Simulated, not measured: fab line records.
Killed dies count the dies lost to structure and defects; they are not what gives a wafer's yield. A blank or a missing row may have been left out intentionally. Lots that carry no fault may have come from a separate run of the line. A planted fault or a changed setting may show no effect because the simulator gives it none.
A struck lot beside a sound one | flow gf180mcu | 17 out of 602 route steps
Sound: wafers L943.1, L943.2, L943.3. Struck: wafer L953.6. (L953.4 of the same lot was not struck and is left out.) The cause comes at the end.
Order at every step that has rows: each side's tool, ch and its chambers, its first start. Under that, the readings that differ: sound wafers | struck wafers | difference of the means | sigmas: that difference in standard deviations of wafers without a fault.
alike: words and numbers the same on both sides, and readings whose means are apart by under 2 such deviations; not compared: readings that were withheld, readings missing a value for some wafer, numbers with overlapping values and no deviation given by the record, and bounds like >300 which may hide the same value.
A row with sigmas, a row that says differs or no value, or rows on one side alone: a step with any of these is where the two part. Non-overlapping numbers with no deviation appear without sigmas and do not part them. A reading missing from all wafers of one side parts the sides only when that side holds two or more wafers.

first, 3 steps without rows for these wafers: GF_V1_EXPOSE_11 (exposes mask Via1, target cd 260 nm); GF_V1_PEB_12 (peb time 90 s); GF_V1_DEVELOP_13 (develop time 60 s).
GF_V1_CD_MEAS_14 targets a cd of 260 nm.
  sound on cd_sem-02, day 19 21:29; struck on cd_sem-02, day 23 06:03
  alike: cd_nm
GF_V1_OVL_MEAS_15:
  sound on overlay-02, day 19 21:37; struck on overlay-01, day 23 06:07
  alike: V1_OVL
GF_V1_ETCH_16: etches BARC in N2/H2.
  sound on rie_diel-04 ch 1,2,3, day 19 21:38; struck on rie_diel-03 ch 3, day 23 06:08
  reading                     | sound       | struck | difference | sigmas
  drypump_motor_current_A (A) | 6.2 6.0 5.7 | 5.1    | -0.9       | -2
  alike: oes_product_au, throttle_valve_pct
GF_V1_ETCH_17: etches SiO2 in C4F8/O2/Ar, stops on TiN, target depth 630 nm.
  sound: rie_diel-04 ch 1,2,3; struck: rie_diel-03 ch 3
  alike: oes_product_au
GF_V1_STRIP_18: strips in O2/N2.
  sound on plasma_asher-01 ch 0,1, day 19 21:46; struck on plasma_asher-04 ch 1, day 23 06:18
  reading                     | sound       | struck | difference | sigmas
  drypump_motor_current_A (A) | 4.9 5.8 4.9 | 6.1    | +0.9       | +2
  alike: heater_power_w, oes_product_au
  not compared: rf_hours_counter_h
then, 2 steps without rows for these wafers: GF_V1_STRIP_19 (strips in post etch residue remover, time 1200 s); GF_V1_CLEAN_20 (cleans in DIW).
GF_V1_SPUTTER_21: material Ti, target thk 15 nm, time 80.02 s.
  sound on pvd_sputter-04, day 19 22:19; struck on pvd_sputter-04, day 23 07:09
  alike: throttle_valve_pct
then, 1 step without rows for these wafers: GF_V1_SPUTTER_22 (material TiN, target thk 10 nm, time 40 s).
GF_V1_CVD_23: deposits W, target thk 350 nm, time 105.05 s.
  sound on cvd_w-02 ch 0,1, day 19 22:25; struck on cvd_w-01 ch 1, day 23 07:17
  reading                          | sound             | struck | difference | sigmas
  heater_power_w (W)               | 894 922 902       | 772    | -134       | -3
  model.W_of_V1_CVD_23.thk_nm (nm) | 353.2 353.7 355.2 | 534.9  | +180.9     |
  alike: susceptor_temp_C
GF_V1_RS_MEAS_24: the measuring method here is four-point-probe.
  sound on film_metro-03, day 19 22:31; struck on film_metro-03, day 23 07:43
  reading          | sound             | struck | difference | sigmas
  V1_W_RS (ohm/sq) | 0.323 0.323 0.321 | 0.213  | -0.109     | -35
  not compared: hold
GF_V1_THK_MEAS_25: measures by xrf.
  sound on film_metro-03, day 19 22:38; struck on film_metro-03, day 23 12:14
  reading       | sound       | struck | difference | sigmas
  V1_W_THK (nm) | 357 361 360 | 559    | +200       | +41
  not compared: hold
GF_V1_CMP_26: polishes, stops on SiO2, t overpolish 15 s, target thk 0 nm.
  sound on cmp-02 ch 0,1,2, day 19 22:45; struck on cmp-02 ch 2, day 23 18:11
  reading                | sound    | struck                   | difference                   | sigmas
  hold                   | - - -    | await_dispo/5.8h/release | no value on the sound wafers |
  time_to_endpoint_s (s) | 85 78 81 | 131                      | +50                          | +16
  alike: motor_current_A
GF_M2_SPUTTER_00: material Ti, target thk 37.5 nm, time 150 s.
  sound on pvd_sputter-01, day 19 23:00; struck on pvd_sputter-03, day 23 18:20
  alike: throttle_valve_pct

== WHERE THEY PART ==
Earliest at GF_V1_ETCH_16; latest, in this record, at GF_V1_CMP_26. Later steps at which nothing parts them and some readings are alike: GF_M2_SPUTTER_00.

WHY: the cause the simulator had injected
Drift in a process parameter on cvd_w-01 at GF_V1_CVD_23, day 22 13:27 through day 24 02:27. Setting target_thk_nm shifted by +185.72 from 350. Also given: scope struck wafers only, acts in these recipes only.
